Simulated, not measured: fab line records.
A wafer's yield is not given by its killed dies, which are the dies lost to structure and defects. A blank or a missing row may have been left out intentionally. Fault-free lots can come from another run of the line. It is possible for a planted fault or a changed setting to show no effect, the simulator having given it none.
What tool caused it?	flow sky130	42 wafers from 14 lots sampled at 4 of the route's 708 steps

== WHAT THE GAUGES SHOWED, per wafer ==
SKY_FIELD_ISO_THK_MEAS_23. Usual: FIELD_ISO_OXIDATION_01_THK gives 9.97 nm (standard deviation 0.16).
lot	measured	on	FIELD_ISO_OXIDATION_01_THK (nm)	flag
L872	day 2 09:01	film metro-02	9.70 10.01 9.88	
L873	day 2 12:10	film metro-02	9.89 9.99 9.97	
L874	day 2 18:53	film metro-01	10.04 10.15 10.10	
L875	day 2 23:04	film metro-02	9.89 10.08 10.01	
L876	day 3 04:49	film metro-01	9.98 10.09 9.94	
L877	day 3 11:46	film metro-01	10.18 9.74 9.98	
L878	day 3 15:52	film metro-01	9.87 9.84 9.96	
L879	day 3 20:28	film metro-01	10.05 9.94 9.92	
L881	day 4 09:14	film metro-04	9.82 9.76 9.77	
L883	day 4 16:15	film metro-04	10.07 9.92 10.04	
L884	day 4 20:13	film metro-04	10.03 10.22 10.08	
L886	day 5 11:57	film metro-04	10.34 10.22 10.25	
L888	day 5 19:29	film metro-01	9.71 9.67 9.75	
L892	day 6 14:31	film metro-01	10.18 10.05 9.94	

SKY_PWDE_OVL_MEAS_07. Usual: PWDE_OVL gives 0.0 nm (standard deviation 1.2).
lot	measured	on	PWDE_OVL (nm)	flag
L872	day 3 22:20	overlay-01	-0.9 -1.4 -0.5	
L873	day 4 02:19	overlay-01	-0.7 -1.6 -1.5	
L874	day 4 11:17	overlay-01	0.2 -0.2 0.4	
L875	day 4 12:50	overlay-01	0.4 0.0 -1.2	
L876	day 4 19:59	overlay-01	1.9 -0.1 -0.1	
L877	day 5 00:35	overlay-02	0.1 0.9 0.6	
L878	day 5 05:41	overlay-01	0.4 1.0 1.1	
L879	day 5 12:38	overlay-01	1.5 2.3 0.9	
L881	day 6 09:43	overlay-01	-1.3 -2.0 -2.6	
L883	day 6 10:20	overlay-01	0.8 1.1 2.3	
L884	day 6 14:20	overlay-01	-1.6 -1.3 -1.4	
L886	day 7 06:35	overlay-01	0.9 -0.4 0.7	
L888	day 7 14:17	overlay-01	1.5 0.5 -0.3	
L892	day 8 13:50	overlay-02	0.2 -2.0 0.7	

SKY_NWELL_OVL_MEAS_10. Usual: NWELL_00_OVL gives -0.5 nm (standard deviation 1.3).
lot	measured	on	NWELL_00_OVL (nm)	flag
L872	day 4 14:58	overlay-02	-2.0 -1.7 -1.0	
L873	day 4 18:43	overlay-02	-0.8 0.1 -1.2	
L874	day 5 04:03	overlay-02	-1.8 -0.5 -0.8	
L875	day 5 05:46	overlay-02	2.2 0.2 2.3	
L876	day 5 13:50	overlay-02	-0.6 -0.4 2.0	
L877	day 5 18:17	overlay-01	0.2 -2.1 0.9	
L878	day 6 00:32	overlay-01	-2.9 -0.8 -1.2	
L879	day 6 07:38	overlay-01	0.3 0.6 0.6	
L881	day 7 05:19	overlay-01	-0.5 -1.6 -1.1	
L883	day 7 05:41	overlay-02	-1.3 -1.1 0.2	
L884	day 7 08:49	overlay-02	-3.3 -3.0 -1.8	
L886	day 8 03:11	overlay-01	-0.1 -1.0 -1.4	
L888	day 8 10:40	overlay-02	1.1 1.1 -0.5	
L892	day 9 11:16	overlay-01	1.3 -1.5 -0.7	

== WHAT TOOL EACH LOT RAN ON (gives the tool, then ch and the chambers of the sampled wafers, and finally the start) ==
lot	SKY_FIELD_ISO_CMP_27
L872	cmp-02 ch 1,2,3, day 2 12:01
L873	cmp-01 ch 1,2, day 2 14:53
L874	cmp-02 ch 0,1,2, day 2 21:59
L875	cmp-01 ch 1,2,3, day 3 02:55
L876	cmp-02 ch 0,2,3, day 3 07:38
L877	cmp-02 ch 0,2,3, day 3 13:27
L878	cmp-01 ch 0,1,3, day 3 17:34
L879	cmp-01 ch 0,1,3, day 3 22:13
L881	cmp-02 ch 0,2,3, day 4 17:32
L883	cmp-02 ch 0,1,2, day 4 19:02
L884	cmp-02 ch 0,2, day 4 21:57
L886	cmp-02 ch 1,2, day 5 13:37
L888	cmp-01 ch 0,2,3, day 5 21:37
L892	cmp-01 ch 0,3, day 6 18:02
- SKY_FIELD_ISO_CMP_27: polishes, stops on Si3N4, t overpolish 16 s, target thk 457.8 nm.

== AS READ BY THE TOOLS THEMSELVES (means over the sampled wafers that have a number; for cases with no such wafer, the mark the record gives instead) ==
SKY_FIELD_ISO_CMP_27. Usual: head pressure psi 3.999 psi, standard deviation 0.0098; motor current A 12.5 A, standard deviation 1.6; overpolish run s 16.000 s, standard deviation 0.01; time to endpoint s 112 s, standard deviation 4.2.
lot	tool	head pressure psi (psi)	motor current A (A)	overpolish run s (s)	time to endpoint s (s)	flag
L872	cmp-02	4.006	11.8	15.997	110	
L873	cmp-01	4.002	12.1	15.999	116	
L874	cmp-02	3.999	12.9	15.998	109	
L875	cmp-01	4.005	11.5	15.998	118	
L876	cmp-02	4.001	12.1	16.000	108	
L877	cmp-02	3.988	12.2	16.003	110	
L878	cmp-01	3.993	12.6	15.998	117	
L879	cmp-01	3.987	12.9	15.993	118	
L881	cmp-02	4.007	12.7	16.005	113	
L883	cmp-02	3.992	13.0	15.998	93	OFF
L884	cmp-02	3.994	12.2	16.005	78	OFF
L886	cmp-02	3.996	11.6	15.996	83	OFF
L888	cmp-01	3.992	13.3	15.999	108	
L892	cmp-01	3.995	14.3	16.000	107	

== THE ANSWER, worked out from the rows above alone ==
Rule: a lot is off if the mean of its wafers that have a number lies more than 3 standard deviations from the usual mean. A lot without any number at a reading at which 4 lots or more have one is off too. Where the step has rows for the other lots, those lots are counted as sound. First the gauges in route order, then the tools' own readings, where a lot's mean is used as printed above. The first step at which some lot is off is used, and at that step the reading that is off furthest; a lot without a number counts as furthest.
Off, at SKY_FIELD_ISO_CMP_27 on time to endpoint s: L883, L884, L886.
A tool fits if, at that step or a process step before it, it ran every lot that is off, and no sound lot after the first of them. One fits: cmp-02 at SKY_FIELD_ISO_CMP_27. A fault onset in the window from L881 (day 4 17:32, its last sound lot) to L883 (day 4 19:02, its first lot off) fits.
The tool's own readings at SKY_FIELD_ISO_CMP_27 bear it out: on the lots that are off they differ by more than 5 times the standard deviation of the sound lots' means. time to endpoint s reads 85 s there against 112 s on the sound lots.

== WHAT WAS PUT IN BY THE SIMULATOR ==
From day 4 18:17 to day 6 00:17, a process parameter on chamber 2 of cmp-02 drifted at SKY_FIELD_ISO_CMP_27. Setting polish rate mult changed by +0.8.
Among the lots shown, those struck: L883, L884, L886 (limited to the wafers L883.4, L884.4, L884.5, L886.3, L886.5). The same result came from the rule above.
